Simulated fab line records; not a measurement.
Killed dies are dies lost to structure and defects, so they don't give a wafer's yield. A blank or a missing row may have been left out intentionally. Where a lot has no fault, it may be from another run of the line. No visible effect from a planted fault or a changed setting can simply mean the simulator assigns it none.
fab line records ; flow sky130
record: lots: 12; wafers: 34; lastDay: 50
route steps=708 shown SD_P@331 RES_XHIGH@341 SD_N@356 LI_CONTACT@383 PAD_OPEN@708
lots that met no fault: taken from a fault-free run of the same line
startH: the number of hours between the record's first day and the start of the first shown wafer of the lot ; waitH: hours from the lot's prior step to this one ; " same as the row above ; L1.1+2: one row covering several wafers at once ; - no value, or no start was given ; * or withheld: withheld ; < > ~ a bound
route shown NAME@n: NAME is a module with steps in the file, n the number in the route of the first one ; usual: mean and standard deviation over wafers with no fault ; same: alike in all rows ; chamber/n: place in a boat ; sites: each site's reading ; _std_site: standard deviation of those values ; _edge_site: mean of outer sites minus mean of inner sites ; radiusMm: how far each site lies from the wafer's centre ; mask NAME#n: copy n ; behind: tool/chamber where the wafer was last shaped ; hold: why the lot went on hold/how many hours it stayed there/how the hold came to an end ; device: transistor that didn't switch, given as n, p or np ; end of line: the tests these same wafers got at the end of their route ; step lacking rows: just its recipe ; killed: dies that structure and defects cost at the first sort, which is not the same as the wafer's yield ; map: a wafer's dies, x killed, . not, _ none there
set.NAME: the run value of the setting; set.NAME@STEP: its run value at that earlier step ; model.NAME: the simulator's own value behind a step, which no gauge read
a sample of lots followed through the steps of the route, with each step as a table and each wafer as a row
services: a tool's chamber out of use, with start hour (startH, from the record's first day; less than 0 if before it), hours out, and reason
== steps ==
step: SKY_SD_P_TW_MEAS_11
usual: SD_P_TW: 2833/14
lot.wafer;tool;chamber;startH;waitH;SD_P_TW
L503.3;filmMetro-04;-;608.92;0.1;2835
L503.4;filmMetro-04;-;608.92;0.1;2842
L503.6;filmMetro-04;-;608.92;0.1;2827
L505.1;filmMetro-03;-;613.66;0.1;2843
L505.2;filmMetro-03;-;613.66;0.1;2834
L505.3;filmMetro-03;-;613.66;0.1;2855
L504.3;filmMetro-03;-;614.41;0.1;2856
L504.4;filmMetro-03;-;614.41;0.1;2837
L504.5;filmMetro-03;-;614.41;0.1;2848
L511.3;filmMetro-03;-;672.71;0.1;2851
L511.5;filmMetro-03;-;672.71;0.1;2851
L511.6;filmMetro-03;-;672.71;0.1;2841
L513.1;filmMetro-04;-;684.19;0.1;2822
L513.4;filmMetro-04;-;684.19;0.1;2808
L513.6;filmMetro-04;-;684.19;0.1;2823
L512.1;filmMetro-04;-;685.09;0.1;2805
L512.4;filmMetro-04;-;685.09;0.1;2828
L512.6;filmMetro-04;-;685.09;0.1;2821
L514.1;filmMetro-04;-;693.04;0.1;2814
L514.4;filmMetro-04;-;693.04;0.1;2812
L514.5;filmMetro-04;-;693.04;0.1;2821
L515.2;filmMetro-01;-;694.56;0.1;2832
L515.4;filmMetro-01;-;694.56;0.1;2809
L515.6;filmMetro-01;-;694.56;0.1;2822
L516.2;filmMetro-03;-;710.67;0.1;2843
L516.4;filmMetro-03;-;710.67;0.1;2833
L519.2;filmMetro-04;-;732.81;0.1;2816
L519.6;filmMetro-04;-;732.81;0.1;2829
L525.1;filmMetro-03;-;767.16;0.1;2813
L525.4;filmMetro-03;-;767.16;0.1;2818
L525.5;filmMetro-03;-;767.16;0.1;2818
L524.1;filmMetro-01;-;769.29;0.1;2863
L524.2;filmMetro-01;-;769.29;0.1;2863
L524.4;filmMetro-01;-;769.29;0.1;2848
step: SKY_RES_XHIGH_TW_MEAS_09
usual: RES_XHIGH_TW: 1644/8.6
lot.wafer;tool;chamber;startH;waitH;RES_XHIGH_TW
L503.3;filmMetro-04;-;638.40;0.1;1635
L503.4;filmMetro-04;-;638.40;0.1;1636
L503.6;filmMetro-04;-;638.40;0.1;1632
L505.1;filmMetro-03;-;642.26;0.1;1643
L505.2;filmMetro-03;-;642.26;0.1;1642
L505.3;filmMetro-03;-;642.26;0.1;1637
L504.3;filmMetro-04;-;643.28;0.1;1648
L504.4;filmMetro-04;-;643.28;0.1;1637
L504.5;filmMetro-04;-;643.28;0.1;1638
L511.3;filmMetro-03;-;701.96;0.1;1650
L511.5;filmMetro-03;-;701.96;0.1;1647
L511.6;filmMetro-03;-;701.96;0.1;1646
L513.1;filmMetro-03;-;712.73;0.1;1648
L513.4;filmMetro-03;-;712.73;0.1;1645
L513.6;filmMetro-03;-;712.73;0.1;1655
L512.1;filmMetro-03;-;713.33;0.1;1645
L512.4;filmMetro-03;-;713.33;0.1;1642
L512.6;filmMetro-03;-;713.33;0.1;1642
L514.1;filmMetro-04;-;721.68;0.1;1643
L514.4;filmMetro-04;-;721.68;0.1;1639
L514.5;filmMetro-04;-;721.68;0.1;1635
L515.2;filmMetro-01;-;723.22;0.1;1635
L515.4;filmMetro-01;-;723.22;0.1;1639
L515.6;filmMetro-01;-;723.22;0.1;1636
L516.2;filmMetro-04;-;738.77;0.1;1647
L516.4;filmMetro-04;-;738.77;0.1;1644
L519.2;filmMetro-03;-;760.04;0.1;1635
L519.6;filmMetro-03;-;760.04;0.1;1637
L525.1;filmMetro-01;-;793.98;0.1;1644
L525.4;filmMetro-01;-;793.98;0.1;1647
L525.5;filmMetro-01;-;793.98;0.1;1648
L524.1;filmMetro-01;-;796.26;0.1;1647
L524.2;filmMetro-01;-;796.26;0.1;1647
L524.4;filmMetro-01;-;796.26;0.1;1651
step: SKY_SD_N_RTA_14
recipe: tempC: 1075; timeS: 2; idleTempC: 650; rampUpCPerS: 150; rampDownCPerS: 90; ambient: N2
usual: lampPowerPct: 15.74/0.055; wafer_temp_C_max: 1078.0/1.3
lot.wafer;tool;chamber;startH;waitH;lampPowerPct;wafer_temp_C_max
L503.3;rtpAnneal-01;0;667.14;0.0;15.65;1077.3
L503.4;rtpAnneal-01;0;667.14;0.0;15.77;1077.2
L503.6;rtpAnneal-01;0;667.14;0.0;15.83;1077.3
L505.1;rtpAnneal-02;0;671.36;0.0;15.72;1076.8
L505.2;rtpAnneal-02;0;671.36;0.0;15.78;1076.0
L505.3;rtpAnneal-02;0;671.36;0.0;15.81;1075.8
L504.3;rtpAnneal-01;0;672.98;0.0;15.75;1074.9
L504.4;rtpAnneal-01;0;672.98;0.0;15.72;1077.5
L504.5;rtpAnneal-01;0;672.98;0.0;15.79;1078.4
L511.3;rtpAnneal-01;0;730.18;0.0;15.66;1077.1
L511.5;rtpAnneal-01;0;730.18;0.0;15.85;1078.4
L511.6;rtpAnneal-01;0;730.18;0.0;15.82;1076.1
L513.1;rtpAnneal-02;0;740.83;0.0;15.77;1079.1
L513.4;rtpAnneal-02;0;740.83;0.0;15.76;1078.2
L513.6;rtpAnneal-02;0;740.83;0.0;15.74;1079.9
L512.1;rtpAnneal-01;0;741.16;0.0;15.69;1077.7
L512.4;rtpAnneal-01;0;741.16;0.0;15.69;1077.4
L512.6;rtpAnneal-01;0;741.16;0.0;15.76;1078.0
L514.1;rtpAnneal-02;0;749.76;0.0;15.67;1079.1
L514.4;rtpAnneal-02;0;749.76;0.0;15.72;1079.8
L514.5;rtpAnneal-02;0;749.76;0.0;15.73;1078.3
L515.2;rtpAnneal-01;0;751.64;0.0;15.79;1077.5
L515.4;rtpAnneal-01;0;751.64;0.0;15.73;1079.6
L515.6;rtpAnneal-01;0;751.64;0.0;15.70;1077.9
L516.2;rtpAnneal-02;0;767.17;0.0;15.69;1076.9
L516.4;rtpAnneal-02;0;767.17;0.0;15.77;1076.3
L519.2;rtpAnneal-01;0;787.82;0.0;15.63;1077.4
L519.6;rtpAnneal-01;0;787.82;0.0;15.83;1076.9
L525.1;rtpAnneal-02;0;819.52;0.0;15.69;1076.9
L525.4;rtpAnneal-02;0;819.52;0.0;15.74;1076.8
L525.5;rtpAnneal-02;0;819.52;0.0;15.77;1078.0
L524.1;rtpAnneal-01;0;822.12;0.0;15.82;1076.5
L524.2;rtpAnneal-01;0;822.12;0.0;15.71;1076.6
L524.4;rtpAnneal-01;0;822.12;0.0;15.76;1077.4
step: SKY_LI_CONTACT_CVD_21
recipe: material: W; targetThkNm: 400; timeS: 120.56; tempC: 400; pressureTorr: 40
usual: heaterPowerW: 928/110; susceptorTempC: 400.04/0.23
lot.wafer;tool;chamber;startH;waitH;heaterPowerW;susceptorTempC
L503.3;cvdW-02;1;697.70;0.1;1049;400.24
L503.4;cvdW-02;0;697.70;0.1;825;400.19
L503.6;cvdW-02;1;697.70;0.1;1040;400.23
L505.1;cvdW-02;0;702.35;0.0;822;399.88
L505.2;cvdW-02;1;702.35;0.0;1031;400.48
L505.3;cvdW-02;0;702.35;0.0;828;399.97
L504.3;cvdW-01;0;703.70;0.1;792;400.14
L504.4;cvdW-01;1;703.70;0.1;1022;400.17
L504.5;cvdW-01;0;703.70;0.1;794;399.77
L511.3;cvdW-02;1;759.36;0.1;1046;399.83
L511.5;cvdW-02;0;759.36;0.1;840;399.97
L511.6;cvdW-02;1;759.36;0.1;1036;400.27
L513.1;cvdW-01;0;770.25;0.0;790;399.68
L513.4;cvdW-01;0;770.25;0.0;815;399.89
L513.6;cvdW-01;0;770.25;0.0;806;399.79
L512.1;cvdW-02;0;770.90;0.0;834;399.98
L512.4;cvdW-02;1;770.90;0.0;1037;400.38
L512.6;cvdW-02;1;770.90;0.0;1046;400.46
L514.1;cvdW-02;0;778.20;0.0;835;400.00
L514.4;cvdW-02;1;778.20;0.0;1035;399.64
L514.5;cvdW-02;1;778.20;0.0;1019;400.04
L515.2;cvdW-02;0;780.73;0.0;844;400.08
L515.4;cvdW-02;1;780.73;0.0;1039;400.32
L515.6;cvdW-02;0;780.73;0.0;815;400.08
L516.2;cvdW-02;1;795.31;0.0;1060;400.16
L516.4;cvdW-02;0;795.31;0.0;855;399.79
L519.2;cvdW-02;0;816.18;0.0;828;399.77
L519.6;cvdW-02;0;816.18;0.0;854;399.89
L525.1;cvdW-01;1;847.15;0.0;1014;399.91
L525.4;cvdW-01;1;847.15;0.0;1029;400.57
L525.5;cvdW-01;1;847.15;0.0;1024;400.28
L524.1;cvdW-01;0;850.02;0.0;797;399.98
L524.2;cvdW-01;1;850.02;0.0;1013;399.74
L524.4;cvdW-01;1;850.02;0.0;1052;399.95
step: SKY_LI_CONTACT_RS_MEAS_22
recipe: thkMeasGauge: four-point-probe; reads: W_of_LI_CONTACT_CVD_21+TiN_of_LI_CONTACT_SPUTTER_20+Ti_of_LI_CONTACT_SPUTTER_19
usual: LI_CONTACT_W_RS: 0.282/0.0043
lot.wafer;tool;chamber;startH;waitH;LI_CONTACT_W_RS[ohm/sq]
L503.3;filmMetro-03;-;697.82;0.1;0.284
L503.4;filmMetro-03;-;697.82;0.1;0.289
L503.6;filmMetro-03;-;697.82;0.1;0.284
L505.1;filmMetro-04;-;702.47;0.1;0.281
L505.2;filmMetro-04;-;702.47;0.1;0.279
L505.3;filmMetro-04;-;702.47;0.1;0.283
L504.3;filmMetro-04;-;703.82;0.1;0.284
L504.4;filmMetro-04;-;703.82;0.1;0.279
L504.5;filmMetro-04;-;703.82;0.1;0.282
L511.3;filmMetro-01;-;759.48;0.1;0.284
L511.5;filmMetro-01;-;759.48;0.1;0.285
L511.6;filmMetro-01;-;759.48;0.1;0.283
L513.1;filmMetro-03;-;770.38;0.1;0.281
L513.4;filmMetro-03;-;770.38;0.1;0.278
L513.6;filmMetro-03;-;770.38;0.1;0.281
L512.1;filmMetro-03;-;771.02;0.1;0.281
L512.4;filmMetro-03;-;771.02;0.1;0.287
L512.6;filmMetro-03;-;771.02;0.1;0.283
L514.1;filmMetro-03;-;778.32;0.1;0.286
L514.4;filmMetro-03;-;778.32;0.1;0.284
L514.5;filmMetro-03;-;778.32;0.1;0.280
L515.2;filmMetro-03;-;780.88;0.1;0.288
L515.4;filmMetro-03;-;780.88;0.1;0.285
L515.6;filmMetro-03;-;780.88;0.1;0.286
L516.2;filmMetro-01;-;795.46;0.1;0.246
L516.4;filmMetro-01;-;795.46;0.1;0.247
L519.2;filmMetro-03;-;816.32;0.1;0.249
L519.6;filmMetro-03;-;816.32;0.1;0.287
L525.1;filmMetro-03;-;847.27;0.1;0.274
L525.4;filmMetro-03;-;847.27;0.1;0.277
L525.5;filmMetro-03;-;847.27;0.1;0.279
L524.1;filmMetro-03;-;850.14;0.1;0.284
L524.2;filmMetro-03;-;850.14;0.1;0.278
L524.4;filmMetro-03;-;850.14;0.1;0.279
step: SKY_LI_CONTACT_THK_MEAS_23
recipe: thkMeasGauge: xrf; reads: W_of_LI_CONTACT_CVD_21
usual: LI_CONTACT_W_THK: 407/7.2
lot.wafer;tool;chamber;startH;waitH;LI_CONTACT_W_THK[nm]
L503.3;filmMetro-03;-;697.92;0.1;406
L503.4;filmMetro-03;-;697.92;0.1;398
L503.6;filmMetro-03;-;697.92;0.1;405
L505.1;filmMetro-04;-;702.59;0.1;409
L505.2;filmMetro-04;-;702.59;0.1;418
L505.3;filmMetro-04;-;702.59;0.1;411
L504.3;filmMetro-04;-;703.92;0.1;407
L504.4;filmMetro-04;-;703.92;0.1;416
L504.5;filmMetro-04;-;703.92;0.1;409
L511.3;filmMetro-01;-;759.58;0.1;404
L511.5;filmMetro-01;-;759.58;0.1;405
L511.6;filmMetro-01;-;759.58;0.1;406
L513.1;filmMetro-03;-;770.50;0.1;405
L513.4;filmMetro-03;-;770.50;0.1;409
L513.6;filmMetro-03;-;770.50;0.1;407
L512.1;filmMetro-03;-;771.14;0.1;409
L512.4;filmMetro-03;-;771.14;0.1;397
L512.6;filmMetro-03;-;771.14;0.1;400
L514.1;filmMetro-03;-;778.44;0.1;399
L514.4;filmMetro-03;-;778.44;0.1;401
L514.5;filmMetro-03;-;778.44;0.1;404
L515.2;filmMetro-03;-;780.99;0.1;398
L515.4;filmMetro-03;-;780.99;0.1;399
L515.6;filmMetro-03;-;780.99;0.1;399
L516.2;filmMetro-01;-;795.57;0.1;476
L516.4;filmMetro-01;-;795.57;0.1;464
L519.2;filmMetro-03;-;816.43;0.1;467
L519.6;filmMetro-03;-;816.43;0.1;401
L525.1;filmMetro-03;-;847.39;0.1;416
L525.4;filmMetro-03;-;847.39;0.1;412
L525.5;filmMetro-03;-;847.39;0.1;410
L524.1;filmMetro-03;-;850.26;0.1;400
L524.2;filmMetro-03;-;850.26;0.1;410
L524.4;filmMetro-03;-;850.26;0.1;408
step: SKY_LI_CONTACT_CMP_24
recipe: stopOn: PSG; tOverpolishS: 20; downForcePsi: 3.5; platenRpm: 60; targetThkNm: 0; padVelocityMS: 0.94248
usual: motorCurrentA: 11.6/1.9; timeToEndpointS: 94/3.8
lot.wafer;tool;chamber;startH;waitH;motorCurrentA;timeToEndpointS
L503.4;cmp-01;3;697.96;0.0;11.3;95
L503.3;cmp-01;1;697.96;0.0;10.0;89
L503.6;cmp-01;3;697.96;0.0;11.3;97
L505.2;cmp-01;3;702.65;0.0;11.3;101
L505.1;cmp-01;0;702.65;0.0;9.4;97
L505.3;cmp-01;1;702.65;0.0;10.5;94
L504.4;cmp-02;1;703.96;0.0;13.0;91
L504.3;cmp-02;0;703.96;0.0;11.3;94
L504.5;cmp-02;1;703.96;0.0;12.4;90
L511.3;cmp-01;2;759.67;0.1;15.4;94
L511.6;cmp-01;1;759.67;0.1;10.0;91
L511.5;cmp-01;2;759.67;0.1;16.0;93
L513.1;cmp-01;2;770.61;0.1;15.4;94
L513.4;cmp-01;0;770.61;0.1;8.8;94
L513.6;cmp-01;2;770.61;0.1;15.8;94
L512.4;cmp-02;1;771.25;0.1;12.6;87
L512.1;cmp-02;3;771.25;0.1;12.9;93
L512.6;cmp-02;0;771.25;0.1;10.8;93
L514.4;cmp-01;0;778.55;0.1;9.1;96
L514.1;cmp-01;2;778.55;0.1;15.7;92
L514.5;cmp-01;0;778.55;0.1;9.3;95
L515.4;cmp-02;0;781.04;0.0;10.9;91
L515.2;cmp-02;2;781.04;0.0;10.2;94
L515.6;cmp-02;0;781.04;0.0;10.6;90
L516.4;cmp-02;1;795.67;0.1;12.3;105
L516.2;cmp-02;3;795.67;0.1;12.7;111
L519.2;cmp-02;2;816.58;0.1;10.4;112
L519.6;cmp-02;0;816.58;0.1;10.9;93
L525.4;cmp-02;2;847.50;0.1;10.0;95
L525.1;cmp-02;3;847.50;0.1;12.8;90
L525.5;cmp-02;2;847.50;0.1;9.8;95
L524.1;cmp-01;2;850.32;0.1;15.3;94
L524.4;cmp-01;0;850.32;0.1;9.7;99
L524.2;cmp-01;1;850.32;0.1;9.6;92
step: SKY_PAD_OPEN_PROBE_99
usual: killed_at_M0_to_M3: 43/7.3; killed_at_M4_up: 3.1/1.7; killedAtContacts: 25/5.3; killedAtFrontEnd: 15/4.3; killedAtOther: 0.2/0.54; killedDies: 87/10; killedOnRim: 17/3.9; killedOpen: 48/7.6; killedShort: 38/6.1
same: grossDies: 492; killedAtBackSide: 0
lot.wafer;tool;chamber;startH;waitH;killed_at_M0_to_M3;killed_at_M4_up;killedAtContacts;killedAtFrontEnd;killedAtOther;killedDies;killedOnRim;killedOpen;killedShort
L513.1;prober-02;-;1143.64;0.1;48;5;24;15;0;92;22;45;47
L513.4;prober-02;-;1143.79;0.2;42;5;21;17;0;85;20;47;38
L513.6;prober-02;-;1143.89;0.2;38;4;14;16;0;72;12;34;38
L514.1;prober-02;-;1150.07;0.1;38;3;23;26;0;90;22;58;32
L514.4;prober-02;-;1150.22;0.2;52;2;26;10;0;90;11;57;33
L515.2;prober-01;-;1151.89;0.1;33;4;23;20;0;80;16;42;38
L515.6;prober-01;-;1152.09;0.2;40;1;23;17;0;81;20;55;26
killed by level:class
L513.1 CONTACT:geometricParticle:open=11 VIA1:geometricParticle:open=8 METAL1:geometricParticle:short=7 METAL2:geometricParticle:short=6 LI_CONTACT:geometricParticle:open=6 METAL3:geometricParticle:short=6 VIA3:geometricParticle:open=5 METAL4:geometricParticle:short=5
L513.4 VIA2:geometricParticle:open=11 VIA3:geometricParticle:open=9 CONTACT:geometricParticle:open=8 METAL1:geometricParticle:short=7 POLY_GATE:geometricParticle:short=6 LI_CONTACT:geometricParticle:open=5 POLY_GATE:geometricParticle:open=4 LOCAL_INTERCONNECT:geometricParticle:short=4
L513.6 VIA2:geometricParticle:open=9 LI_CONTACT:geometricParticle:open=7 POLY_GATE:geometricParticle:short=5 VIA1:geometricParticle:short=5 METAL1:geometricParticle:short=5 FIELD_ISO:geometricParticle:short=4 VIA3:geometricParticle:open=4 METAL2:geometricParticle:short=4
L514.1 VIA1:geometricParticle:open=13 LI_CONTACT:geometricParticle:open=10 POLY_GATE:geometricParticle:open=7 FIELD_ISO:geometricParticle:open=6 VIA1:geometricParticle:short=5 CONTACT:geometricParticle:open=5 VIA3:geometricParticle:open=5 FIELD_ISO:geometricParticle:short=4
L514.4 CONTACT:geometricParticle:open=13 VIA1:geometricParticle:open=13 METAL1:geometricParticle:short=8 VIA3:geometricParticle:open=8 VIA2:geometricParticle:open=6 LI_CONTACT:geometricParticle:open=5 POLY_GATE:geometricParticle:open=4 METAL2:geometricParticle:short=4
L515.2 CONTACT:geometricParticle:open=11 VIA1:geometricParticle:open=8 FIELD_ISO:geometricParticle:open=5 POLY_GATE:geometricParticle:short=5 METAL1:geometricParticle:short=5 VIA1:geometricParticle:short=5 LI_CONTACT:geometricParticle:open=4 CONTACT:geometricParticle:short=4
L515.6 VIA1:geometricParticle:open=10 CONTACT:geometricParticle:open=10 VIA3:geometricParticle:open=9 METAL1:geometricParticle:short=8 POLY_GATE:geometricParticle:open=6 VIA2:geometricParticle:open=6 LI_CONTACT:geometricParticle:open=5 LI_CONTACT:geometricParticle:short=4
== services ==
tool;chamber;startH;hours;kind
cmp-02;-;645.28;1.8;repair
cmp-01;-;647.76;2.0;repair
rtpAnneal-01;-;650.70;0.7;pm
cmp-02;-;655.76;0.9;repair
cmp-01;-;671.19;1.4;repair
cvdW-02;-;673.49;0.7;repair
cmp-02;-;681.95;4.1;repair
cvdW-02;0;720.41;2.9;repair
cmp-01;-;736.47;1.0;repair
cmp-02;-;744.00;4.0;pm
cmp-02;-;748.00;-;consumableReplace:conditioner
cmp-02;-;748.00;-;consumableReplace:pad
cvdW-01;0;755.52;10.2;repair
cvdW-01;-;779.08;6.9;pm
== key ==
firstSign: step: SKY_LI_CONTACT_RS_MEAS_22; reading: LI_CONTACT_W_RS; direction: down; sigmas: 8; usual: 0.282; struck: 0.247
effect: step: SKY_LI_CONTACT_THK_MEAS_23; reading: LI_CONTACT_W_THK; direction: up; sigmas: 8.6; usual: 407; struck: 469
effect: step: SKY_LI_CONTACT_CMP_24; reading: timeToEndpointS; direction: up; sigmas: 4; usual: *; struck: *
metAt SKY_LI_CONTACT_CVD_21
struckLots L516,L519
struckWafers L516.2,L516.4,L519.2
testerLeftOut L516,L519
notActingAt SKY_SD_P_TW_MEAS_11,SKY_RES_XHIGH_TW_MEAS_09,SKY_SD_N_RTA_14
onsetBetween 780.73 795.31
fault: kind: processParameterDrift; tool: cvdW-02; chamber: -; onsetH: 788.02; steps: SKY_LI_CONTACT_CVD_21; channel: targetThkNm; offset: 60.945; shape: step; endH: 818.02; scope: struckWafersOnly; actsIn: theseRecipesOnly; stated: 400
testerLeftOut: of these lots the tester's yield and bins aren't shown, on N5 and GAA mostly nor the transistor test; their killed dies are dies lost to structure and defects alone, not to doping, threshold or leakage, so they don't give the yield
